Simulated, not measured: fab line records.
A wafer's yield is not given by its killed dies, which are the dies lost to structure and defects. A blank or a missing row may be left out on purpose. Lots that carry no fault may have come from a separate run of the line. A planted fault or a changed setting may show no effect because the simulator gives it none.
fab line records ; flow sky130
record lots=7; wafers=21; lastDay=49
route steps=708 shown VT_ADJUST_LVTN@116 VT_ADJUST_NCORE@119 VT_ADJUST_HVTR@131 PAD_OPEN@708
lots untouched by any fault: they come from a run of this same line in which no faults occurred
startH: the number of hours between the record's first day and the start of the first shown wafer of the lot ; waitH: hours elapsed since this lot's preceding step ; " same as the row above ; L1.1+2: a row that stands for several wafers ; - either no value or no given start ; * or withheld: withheld ; < > ~ a bound
route shown NAME@n: NAME is a module with steps in the file, n the number in the route of the first one ; usual: mean/standard deviation taken from wafers without a fault ; same: alike in all rows ; chamber/n: place in a boat ; sites: per-site readings ; _std_site: the values' standard deviation ; _edge_site: mean of outer sites minus mean of inner sites ; radiusMm: how far each site lies from the wafer's centre ; mask NAME#n: copy n ; behind: the most recent tool/chamber to have shaped the wafer ; hold: why the lot was held/for how many hours/how that ended ; device: the transistor (n, p or np) that didn't switch ; end of line: tests of these same wafers at the route's end ; a step without rows: its recipe alone ; killed: at the first sort, the dies lost to defects and structure; wafer yield is something else ; map: shows each die of a wafer: x if killed, . if not, _ if none is there
set.NAME: the setting the step ran with; set.NAME@STEP: the setting that earlier step ran with ; model.NAME: the simulator's own value behind a step, which no gauge read
lots seen at some steps along the route; tables by step, rows by wafer
services: from which hour (startH, from the record's first day; less than 0 if before it) a tool's chamber was out of use, for how many hours, and why
## steps
# step SKY_VT_ADJUST_LVTN_IMPLANT_19
# recipe species=B; energyKev=30; doseCm2=6.5e+11; tiltDeg=withheld
# step SKY_VT_ADJUST_LVTN_STRIP_20
# recipe chemistry=O2/N2; powerW=1400; pressureMtorr=1500; platenTempC=withheld; o2FlowSccm=3000; n2FlowSccm=300; overashFraction=0.5
# usual drypumpMotorCurrentA=6.1/0.44; oesProductAu=0.715/0.0046; stripTimeToEndpointS=14.18/0.04
lot.wafer;tool;chamber;startH;waitH;drypumpMotorCurrentA;oesProductAu;rfHoursCounterH;stripTimeToEndpointS
L975.1;plasmaAsher-03;1;211.36;0.1;6.4;0.711;52;14.22
L975.2;plasmaAsher-03;0;211.36;0.1;5.7;0.710;52;14.23
L975.6;plasmaAsher-03;1;211.36;0.1;6.4;0.712;-;14.17
L976.2;plasmaAsher-03;1;220.91;0.1;6.4;0.708;53;14.24
L976.4;plasmaAsher-03;0;220.91;0.1;5.7;0.722;-;14.24
L976.5;plasmaAsher-03;1;220.91;0.1;6.4;0.709;-;14.25
L983.3;plasmaAsher-01;0;266.90;0.1;6.7;0.721;-;14.14
L983.5;plasmaAsher-01;1;266.90;0.1;6.4;0.723;-;14.16
L983.6;plasmaAsher-01;0;266.90;0.1;6.7;0.724;-;14.22
L984.2;plasmaAsher-02;1;274.67;0.1;5.4;0.713;11;14.18
L984.3;plasmaAsher-02;0;274.67;0.1;6.0;0.713;-;14.17
L984.5;plasmaAsher-02;1;274.67;0.1;5.4;0.726;-;14.19
L985.1;plasmaAsher-03;0;281.94;0.1;5.7;0.712;58;14.16
L985.3;plasmaAsher-03;0;281.94;0.1;5.6;0.727;-;14.18
L985.4;plasmaAsher-03;1;281.94;0.1;6.4;0.718;-;14.19
L986.1;plasmaAsher-03;0;285.69;0.1;5.7;0.718;59;14.14
L986.5;plasmaAsher-03;0;285.69;0.1;5.7;0.717;-;14.17
L986.6;plasmaAsher-03;1;285.69;0.1;6.4;0.714;-;14.09
L987.1;plasmaAsher-03;1;296.64;0.1;6.4;0.717;60;14.12
L987.2;plasmaAsher-03;0;296.64;0.1;5.7;0.720;60;14.11
L987.6;plasmaAsher-03;1;296.64;0.1;6.4;0.716;-;14.14
# step SKY_VT_ADJUST_LVTN_TW_MEAS_21
# usual VT_ADJUST_LVTN_2_TW=189.2/0.92
lot.wafer;tool;chamber;startH;waitH;VT_ADJUST_LVTN_2_TW
L975.1;filmMetro-02;-;211.46;0.1;189.0
L975.2;filmMetro-02;-;211.46;0.1;189.6
L975.6;filmMetro-02;-;211.46;0.1;190.1
L976.2;filmMetro-02;-;221.02;0.1;190.3
L976.4;filmMetro-02;-;221.02;0.1;190.7
L976.5;filmMetro-02;-;221.02;0.1;190.2
L983.3;filmMetro-03;-;266.99;0.1;188.9
L983.5;filmMetro-03;-;266.99;0.1;188.7
L983.6;filmMetro-03;-;266.99;0.1;188.3
L984.2;filmMetro-03;-;274.78;0.1;189.7
L984.3;filmMetro-03;-;274.78;0.1;190.6
L984.5;filmMetro-03;-;274.78;0.1;189.6
L985.1;filmMetro-03;-;282.04;0.1;188.6
L985.3;filmMetro-03;-;282.04;0.1;189.2
L985.4;filmMetro-03;-;282.04;0.1;189.8
L986.1;filmMetro-03;-;285.79;0.1;189.0
L986.5;filmMetro-03;-;285.79;0.1;188.8
L986.6;filmMetro-03;-;285.79;0.1;188.8
L987.1;filmMetro-03;-;296.74;0.1;188.0
L987.2;filmMetro-03;-;296.74;0.1;187.8
L987.6;filmMetro-03;-;296.74;0.1;187.9
# step SKY_VT_ADJUST_NCORE_DEHYDRATE_00
# recipe tempC=200; timeS=60
# step SKY_VT_ADJUST_NCORE_HMDS_01
# recipe primeTimeS=60; primeTempC=120
# step SKY_VT_ADJUST_NCORE_COAT_02
# recipe resist=NOVOLAK; spinRpm=3000; resistThkNm=1140
# step SKY_VT_ADJUST_NCORE_SOFTBAKE_03
# recipe tempC=90; timeS=60; resist=NOVOLAK
# step SKY_VT_ADJUST_NCORE_EXPOSE_04
# recipe maskId=LVTN_COMPLEMENT_THIN; na=0.6; sourceShape=conventional; sigmaOuter=0.6; polarization=unpolarized; targetCdNm=380; doseMj=139
# step SKY_VT_ADJUST_NCORE_PEB_05
# recipe tempC=withheld; timeS=*; resist=NOVOLAK
# step SKY_VT_ADJUST_NCORE_DEVELOP_06
# recipe resist=NOVOLAK; developer=TMAH; developTimeS=60; devTempC=23
# step SKY_VT_ADJUST_NCORE_CD_MEAS_07
# recipe targetCdNm=380
# usual cdNm=379.2/2.8
lot.wafer;tool;chamber;startH;waitH;cdNm
L975.1;cdSem-02;-;234.45;0.1;382.6
L975.2;cdSem-02;-;234.45;0.1;380.7
L975.6;cdSem-02;-;234.45;0.1;382.0
L976.2;cdSem-01;-;243.48;0.1;380.8
L976.4;cdSem-01;-;243.48;0.1;383.8
L976.5;cdSem-01;-;243.48;0.1;380.0
L983.3;cdSem-02;-;291.60;0.1;381.5
L983.5;cdSem-02;-;291.60;0.1;379.8
L983.6;cdSem-02;-;291.60;0.1;381.6
L984.2;cdSem-02;-;299.78;0.1;374.4
L984.3;cdSem-02;-;299.78;0.1;373.3
L984.5;cdSem-02;-;299.78;0.1;370.9
L985.1;cdSem-02;-;307.06;0.2;379.2
L985.3;cdSem-02;-;307.06;0.2;376.5
L985.4;cdSem-02;-;307.06;0.2;377.2
L986.1;cdSem-01;-;309.82;0.1;380.7
L986.5;cdSem-01;-;309.82;0.1;380.0
L986.6;cdSem-01;-;309.82;0.1;379.1
L987.1;cdSem-01;-;321.37;0.1;380.3
L987.2;cdSem-01;-;321.37;0.1;378.9
L987.6;cdSem-01;-;321.37;0.1;380.8
# step SKY_VT_ADJUST_NCORE_OVL_MEAS_08
# usual VT_ADJUST_NCORE_OVL=1.1/1.4
lot.wafer;tool;chamber;startH;waitH;VT_ADJUST_NCORE_OVL[nm]
L975.1;overlay-02;-;234.57;0.1;0.4
L975.2;overlay-02;-;234.57;0.1;1.8
L975.6;overlay-02;-;234.57;0.1;0.8
L976.2;overlay-01;-;243.59;0.1;0.6
L976.4;overlay-01;-;243.59;0.1;1.5
L976.5;overlay-01;-;243.59;0.1;3.3
L983.3;overlay-02;-;291.69;0.1;2.0
L983.5;overlay-02;-;291.69;0.1;1.0
L983.6;overlay-02;-;291.69;0.1;1.1
L984.2;overlay-02;-;299.88;0.1;-0.2
L984.3;overlay-02;-;299.88;0.1;-1.3
L984.5;overlay-02;-;299.88;0.1;-1.0
L985.1;overlay-01;-;307.18;0.1;1.3
L985.3;overlay-01;-;307.18;0.1;-0.1
L985.4;overlay-01;-;307.18;0.1;0.4
L986.1;overlay-02;-;309.94;0.1;1.2
L986.5;overlay-02;-;309.94;0.1;4.2
L986.6;overlay-02;-;309.94;0.1;2.8
L987.1;overlay-01;-;321.49;0.1;3.6
L987.2;overlay-01;-;321.49;0.1;3.0
L987.6;overlay-01;-;321.49;0.1;1.8
# step SKY_VT_ADJUST_NCORE_IMPLANT_09
# recipe species=B; energyKev=10; doseCm2=2.4e+12; tiltDeg=withheld
# usual beamEnergyKeV=10.001/0.0037
# same implantIonAmu=11
lot.wafer;tool;chamber;startH;waitH;beamEnergyKeV;model.implant.rpNm;model.implant.drpNm
L975.1;implanter-02;0;234.61;0.0;9.999;32.61;17.11
L975.2;implanter-02;0;234.61;0.0;9.996;32.61;17.11
L975.6;implanter-02;0;234.61;0.0;9.999;32.61;17.11
L976.2;implanter-01;0;243.64;0.0;10.000;32.93;17.11
L976.4;implanter-01;0;243.64;0.0;9.999;32.93;17.11
L976.5;implanter-01;0;243.64;0.0;9.998;32.93;17.11
L983.3;implanter-04;0;291.76;0.1;10.001;33.4;17.11
L983.5;implanter-04;0;291.76;0.1;10.002;33.4;17.11
L983.6;implanter-04;0;291.76;0.1;10.002;33.4;17.11
L984.2;implanter-01;0;299.94;0.0;13.785;45.05;21.59
L984.3;implanter-01;0;299.94;0.0;13.785;45.05;21.59
L984.5;implanter-01;0;299.94;0.0;13.779;45.05;21.59
L985.1;implanter-04;0;307.21;0.0;10.002;32.72;17.11
L985.3;implanter-04;0;307.21;0.0;10.000;32.72;17.11
L985.4;implanter-04;0;307.21;0.0;9.999;32.72;17.11
L986.1;implanter-01;0;309.98;0.0;13.782;45.32;21.59
L986.5;implanter-01;0;309.98;0.0;13.788;45.32;21.59
L986.6;implanter-01;0;309.98;0.0;13.785;45.32;21.59
L987.1;implanter-01;0;321.53;0.0;13.784;44.34;21.59
L987.2;implanter-01;0;321.53;0.0;13.781;44.34;21.59
L987.6;implanter-01;0;321.53;0.0;13.787;44.34;21.59
# step SKY_VT_ADJUST_NCORE_STRIP_10
# recipe chemistry=O2/N2; powerW=1400; pressureMtorr=1500; platenTempC=withheld; o2FlowSccm=3000; n2FlowSccm=300; overashFraction=0.5
# usual drypumpMotorCurrentA=5.9/0.37; oesProductAu=0.715/0.0044; stripTimeToEndpointS=14.19/0.045
lot.wafer;tool;chamber;startH;waitH;drypumpMotorCurrentA;oesProductAu;rfHoursCounterH;stripTimeToEndpointS
L975.1;plasmaAsher-03;0;234.76;0.1;5.6;0.707;54;14.23
L975.2;plasmaAsher-03;1;234.76;0.1;6.4;0.713;54;14.19
L975.6;plasmaAsher-03;1;234.76;0.1;6.4;0.720;-;14.21
L976.2;plasmaAsher-02;1;243.77;0.1;5.4;0.719;8;14.22
L976.4;plasmaAsher-02;1;243.77;0.1;5.4;0.715;-;14.17
L976.5;plasmaAsher-02;0;243.77;0.1;6.0;0.710;-;14.22
L983.3;plasmaAsher-04;0;291.90;0.1;6.4;0.720;-;14.20
L983.5;plasmaAsher-04;0;291.90;0.1;6.4;0.715;-;14.21
L983.6;plasmaAsher-04;1;291.90;0.1;5.8;0.716;-;14.24
L984.2;plasmaAsher-03;0;300.06;0.1;5.7;0.715;60;14.19
L984.3;plasmaAsher-03;1;300.06;0.1;6.4;0.715;-;14.15
L984.5;plasmaAsher-03;1;300.06;0.1;6.4;0.714;-;14.15
L985.1;plasmaAsher-02;1;307.36;0.1;5.4;0.716;15;14.25
L985.3;plasmaAsher-02;0;307.36;0.1;6.0;0.712;-;14.23
L985.4;plasmaAsher-02;1;307.36;0.1;5.4;0.706;-;14.23
L986.1;plasmaAsher-02;0;310.13;0.1;6.0;0.716;15;14.22
L986.5;plasmaAsher-02;1;310.13;0.1;5.4;0.722;-;14.21
L986.6;plasmaAsher-02;0;310.13;0.1;6.0;0.716;-;14.26
L987.1;plasmaAsher-04;0;321.68;0.1;6.4;0.724;52;14.19
L987.2;plasmaAsher-04;1;321.68;0.1;5.8;0.717;52;14.20
L987.6;plasmaAsher-04;0;321.68;0.1;6.4;0.717;-;14.16
# step SKY_VT_ADJUST_NCORE_TW_MEAS_11
# usual VT_ADJUST_NCORE_TW=220.1/1.4
lot.wafer;tool;chamber;startH;waitH;VT_ADJUST_NCORE_TW
L975.1;filmMetro-03;-;234.86;0.1;220.7
L975.2;filmMetro-03;-;234.86;0.1;220.0
L975.6;filmMetro-03;-;234.86;0.1;219.4
L976.2;filmMetro-03;-;243.88;0.1;219.5
L976.4;filmMetro-03;-;243.88;0.1;219.4
L976.5;filmMetro-03;-;243.88;0.1;219.4
L983.3;filmMetro-03;-;291.98;0.1;220.8
L983.5;filmMetro-03;-;291.98;0.1;219.2
L983.6;filmMetro-03;-;291.98;0.1;220.3
L984.2;filmMetro-01;-;300.17;0.1;236.0
L984.3;filmMetro-01;-;300.17;0.1;235.6
L984.5;filmMetro-01;-;300.17;0.1;235.5
L985.1;filmMetro-04;-;307.46;0.1;221.3
L985.3;filmMetro-04;-;307.46;0.1;221.7
L985.4;filmMetro-04;-;307.46;0.1;222.1
L986.1;filmMetro-04;-;310.23;0.1;236.4
L986.5;filmMetro-04;-;310.23;0.1;237.9
L986.6;filmMetro-04;-;310.23;0.1;238.5
L987.1;filmMetro-01;-;321.78;0.1;235.2
L987.2;filmMetro-01;-;321.78;0.1;234.9
L987.6;filmMetro-01;-;321.78;0.1;235.5
# step SKY_VT_ADJUST_HVTR_DEHYDRATE_00
# recipe tempC=200; timeS=60
# step SKY_PAD_OPEN_PROBE_99
# usual killed_at_M0_to_M3=44/6.8; killed_at_M4_up=2.9/1.7; killedAtContacts=24/5.2; killedAtFrontEnd=15/4; killedAtOther=0.2/0.44; killedDies=86/9.9; killedOpen=47/7.9; killedShort=39/6.3
# same grossDies=492; killedAtBackSide=0
lot.wafer;tool;chamber;startH;waitH;killed_at_M0_to_M3;killed_at_M4_up;killedAtContacts;killedAtFrontEnd;killedAtOther;killedDies;killedOpen;killedShort;model.etest.nfet_16v.rOnOhmUm;model.etest.resPwellUnderGate.rsOhmSq;model.etest.pfet_16v.driveUaUm;model.etest.pfetG5v0d10v5.offLog10AUm;model.etest.pfetG5v0d10v5.vtSatV;model.etest.pfet_16v.vtV;model.etest.pfetG5v0d10v5.vtV;model.etest.pfetG5v0d10v5.vtLongV
L975.1;prober-02;-;1123.36;0.1;43;2;25;13;0;83;40;43;1.408e+04;2310;242.2;-12.91;-0.6673;-1.119;-0.8529;-0.9436
L975.2;prober-02;-;1123.41;0.1;50;3;23;15;0;91;49;41;1.403e+04;2309;241.8;-12.79;-0.6663;-1.126;-0.86;-0.9507
L975.6;prober-02;-;1123.61;0.2;43;1;17;14;0;75;41;34;1.396e+04;2322;240.3;-12.79;-0.6638;-1.121;-0.8526;-0.9496
L976.2;prober-01;-;1127.60;0.1;45;2;22;9;2;80;42;38;1.379e+04;2303;246.4;-13.06;-0.688;-1.124;-0.8703;-0.949
L976.4;prober-01;-;1127.70;0.2;40;1;17;15;2;75;41;34;1.403e+04;2311;242.4;-12.67;-0.6456;-1.113;-0.8373;-0.9421
L976.5;prober-01;-;1127.75;0.2;38;3;15;16;0;72;39;33;1.41e+04;2315;243.1;-12.56;-0.6446;-1.121;-0.8365;-0.9462
L984.2;prober-01;-;1173.58;0.1;40;4;29;14;1;88;43;45;1.48e+04;2229;259.6;-11.52;-0.5516;-1.006;-0.7809;-0.8606
L984.3;prober-01;-;1173.63;0.2;47;4;17;13;0;81;37;43;1.496e+04;2207;257;-11.16;-0.5305;-1.007;-0.7605;-0.8591
L984.5;prober-01;-;1173.73;0.2;48;2;14;16;0;80;46;34;1.479e+04;2224;261;-11.18;-0.5249;-0.9989;-0.7511;-0.8476
L985.1;prober-02;-;1175.29;0.1;47;4;19;8;0;78;47;31;1.422e+04;2294;236.1;-12.94;-0.6795;-1.133;-0.8745;-0.9558
L985.3;prober-02;-;1175.39;0.2;44;2;19;11;0;76;45;31;1.405e+04;2314;239.6;-12.9;-0.6652;-1.124;-0.8568;-0.9523
L985.4;prober-02;-;1175.44;0.2;46;1;23;11;0;81;48;33;1.387e+04;2294;246.9;-12.69;-0.647;-1.114;-0.8427;-0.935
L986.1;prober-01;-;1178.43;0.1;52;2;25;15;1;95;48;46;1.451e+04;2246;248;-11.7;-0.5587;-1.084;-0.7673;-0.9242
L986.5;prober-01;-;1178.63;0.2;43;0;22;15;0;80;37;43;1.44e+04;2263;242.4;-12.38;-0.6354;-1.102;-0.8367;-0.9351
L986.6;prober-01;-;1178.68;0.2;33;5;21;10;0;69;41;28;1.44e+04;2266;246.6;-12.1;-0.6186;-1.095;-0.8267;-0.9323
L987.1;prober-02;-;1186.33;0.1;45;3;31;14;0;93;53;40;1.486e+04;2256;250.5;-12.08;-0.6231;-1.042;-0.8518;-0.8943
L987.2;prober-02;-;1186.38;0.1;42;6;14;11;0;73;39;33;1.496e+04;2265;244.8;-11.55;-0.5554;-1.04;-0.7807;-0.884
L987.6;prober-02;-;1186.58;0.2;45;1;17;12;1;76;34;42;1.488e+04;2265;249.2;-11.3;-0.5261;-1.035;-0.751;-0.8824
# killed by level:class
L975.1 METAL1:geometricParticle:short=9 VIA1:geometricParticle:open=9 CONTACT:geometricParticle:open=8 CONTACT:geometricParticle:short=7 VIA3:geometricParticle:open=7 VIA1:geometricParticle:short=6 FIELD_ISO:geometricParticle:open=5 FIELD_ISO:geometricParticle:short=4
L975.2 CONTACT:geometricParticle:open=13 VIA3:geometricParticle:open=12 METAL1:geometricParticle:short=8 FIELD_ISO:geometricParticle:open=6 VIA1:geometricParticle:open=6 VIA1:geometricParticle:short=5 METAL2:geometricParticle:short=5 LOCAL_INTERCONNECT:geometricParticle:short=4
L975.6 VIA1:geometricParticle:open=14 CONTACT:geometricParticle:open=7 FIELD_ISO:geometricParticle:short=6 METAL2:geometricParticle:short=6 VIA1:geometricParticle:short=5 FIELD_ISO:geometricParticle:open=3 LI_CONTACT:geometricParticle:short=3 LI_CONTACT:geometricParticle:open=3
L976.2 VIA1:geometricParticle:open=8 VIA2:geometricParticle:open=8 VIA3:geometricParticle:open=8 CONTACT:geometricParticle:open=7 LOCAL_INTERCONNECT:geometricParticle:short=6 CONTACT:geometricParticle:short=4 METAL1:geometricParticle:short=4 VIA1:geometricParticle:short=4
L976.4 VIA1:geometricParticle:open=11 FIELD_ISO:geometricParticle:open=6 LI_CONTACT:geometricParticle:open=6 VIA1:geometricParticle:short=5 VIA2:geometricParticle:open=5 VIA3:geometricParticle:short=5 CONTACT:geometricParticle:short=4 VIA3:geometricParticle:open=4
L976.5 VIA3:geometricParticle:open=10 CONTACT:geometricParticle:open=7 METAL2:geometricParticle:short=6 VIA1:geometricParticle:open=5 POLY_GATE:geometricParticle:open=4 SPACER:geometricParticle:short=4 CONTACT:geometricParticle:short=3 LOCAL_INTERCONNECT:geometricParticle:open=3
L984.2 CONTACT:geometricParticle:open=8 VIA1:geometricParticle:open=7 LI_CONTACT:geometricParticle:open=6 METAL1:geometricParticle:short=6 LI_CONTACT:geometricParticle:short=5 VIA3:geometricParticle:short=5 CONTACT:geometricParticle:short=5 VIA2:geometricParticle:open=5
L984.3 VIA1:geometricParticle:open=12 METAL1:geometricParticle:short=7 VIA2:geometricParticle:open=6 FIELD_ISO:geometricParticle:short=5 LI_CONTACT:geometricParticle:open=5 METAL2:geometricParticle:short=5 LOCAL_INTERCONNECT:geometricParticle:short=4 CONTACT:geometricParticle:short=4
L984.5 VIA1:geometricParticle:open=19 LI_CONTACT:geometricParticle:open=6 VIA2:geometricParticle:open=6 POLY_GATE:geometricParticle:open=5 POLY_GATE:geometricParticle:short=5 METAL2:geometricParticle:short=5 METAL1:geometricParticle:short=5 LOCAL_INTERCONNECT:geometricParticle:short=4
L985.1 VIA1:geometricParticle:open=10 CONTACT:geometricParticle:open=9 VIA2:geometricParticle:open=7 VIA3:geometricParticle:open=7 LI_CONTACT:geometricParticle:open=5 METAL1:geometricParticle:short=5 METAL2:geometricParticle:short=5 FIELD_ISO:geometricParticle:short=3
L985.3 CONTACT:geometricParticle:open=10 VIA1:geometricParticle:open=9 VIA3:geometricParticle:open=8 METAL1:geometricParticle:short=6 METAL2:geometricParticle:short=6 VIA2:geometricParticle:short=4 FIELD_ISO:geometricParticle:open=3 FIELD_ISO:geometricParticle:short=3
L985.4 CONTACT:geometricParticle:open=11 VIA3:geometricParticle:open=10 VIA1:geometricParticle:open=10 LOCAL_INTERCONNECT:geometricParticle:short=6 VIA3:geometricParticle:short=6 VIA1:geometricParticle:short=5 VIA2:geometricParticle:open=5 FIELD_ISO:geometricParticle:open=3
L986.1 METAL2:geometricParticle:short=9 FIELD_ISO:geometricParticle:open=8 VIA1:geometricParticle:open=8 VIA1:geometricParticle:short=8 CONTACT:geometricParticle:open=7 CONTACT:geometricParticle:short=6 VIA2:geometricParticle:open=6 LI_CONTACT:geometricParticle:open=5
L986.5 VIA1:geometricParticle:open=11 VIA1:geometricParticle:short=7 METAL2:geometricParticle:short=6 VIA3:geometricParticle:open=6 FIELD_ISO:geometricParticle:short=5 CONTACT:geometricParticle:short=5 CONTACT:geometricParticle:open=5 METAL3:geometricParticle:short=5
L986.6 VIA1:geometricParticle:open=10 CONTACT:geometricParticle:open=7 LI_CONTACT:geometricParticle:open=5 FIELD_ISO:geometricParticle:open=4 METAL1:geometricParticle:short=4 CONTACT:geometricParticle:short=4 LOCAL_INTERCONNECT:geometricParticle:short=3 VIA1:geometricParticle:short=3
L987.1 VIA1:geometricParticle:open=11 LI_CONTACT:geometricParticle:open=10 CONTACT:geometricParticle:open=10 LOCAL_INTERCONNECT:geometricParticle:short=8 VIA3:geometricParticle:open=7 VIA3:geometricParticle:short=6 VIA2:geometricParticle:open=5 VIA1:geometricParticle:short=5
L987.2 VIA1:geometricParticle:open=12 METAL1:geometricParticle:short=7 CONTACT:geometricParticle:open=6 VIA1:geometricParticle:short=6 VIA2:geometricParticle:open=5 VIA3:geometricParticle:open=4 METAL2:geometricParticle:short=4 CONTACT:geometricParticle:short=3
L987.6 METAL1:geometricParticle:short=9 VIA1:geometricParticle:open=8 VIA1:geometricParticle:short=7 VIA2:geometricParticle:open=5 FIELD_ISO:geometricParticle:short=4 LOCAL_INTERCONNECT:geometricParticle:short=4 CONTACT:geometricParticle:short=4 CONTACT:geometricParticle:open=4
## services
tool;chamber;startH;hours;kind
plasmaAsher-01;-;205.14;2.2;repair
implanter-01;-;205.65;5.2;pm
implanter-01;-;219.23;9.8;pm
implanter-02;-;254.39;2.6;repair
implanter-04;-;300.17;2.1;repair
plasmaAsher-02;-;310.34;15.1;repair
## key
firstSign step=SKY_VT_ADJUST_NCORE_IMPLANT_09; reading=beamEnergyKeV; direction=up; sigmas=99+; usual=*; struck=*
effect step=SKY_VT_ADJUST_NCORE_TW_MEAS_11; reading=VT_ADJUST_NCORE_TW; direction=up; sigmas=12; usual=220.1; struck=236.2
modelEffect step=SKY_VT_ADJUST_NCORE_IMPLANT_09; value=implant.rpNm; without=32.69; struck=44.91
modelEffect step=SKY_PAD_OPEN_PROBE_99; value=etest.nfet_16v.rOnOhmUm; without=1.408e+04; struck=1.473e+04
metAt SKY_VT_ADJUST_NCORE_IMPLANT_09
struckWafers L984.2,L984.3,L984.5,L986.1,L986.5,L986.6,L987.1,L987.2,L987.6
testerLeftOut L984,L986,L987
onsetBetween 243.64 299.94
fault kind=processParameterDrift; tool=implanter-01; chamber=-; onsetH=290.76; steps=SKY_VT_ADJUST_NCORE_IMPLANT_09; channel=energyKev; offset=*; shape=step; endH=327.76; actsIn=*; stated=*
# testerLeftOut: of these lots the tester's yield and bins aren't shown, on N5 and GAA mostly nor the transistor test; their killed dies are dies lost to structure and defects alone, not to doping, threshold or leakage, so they don't give the yield
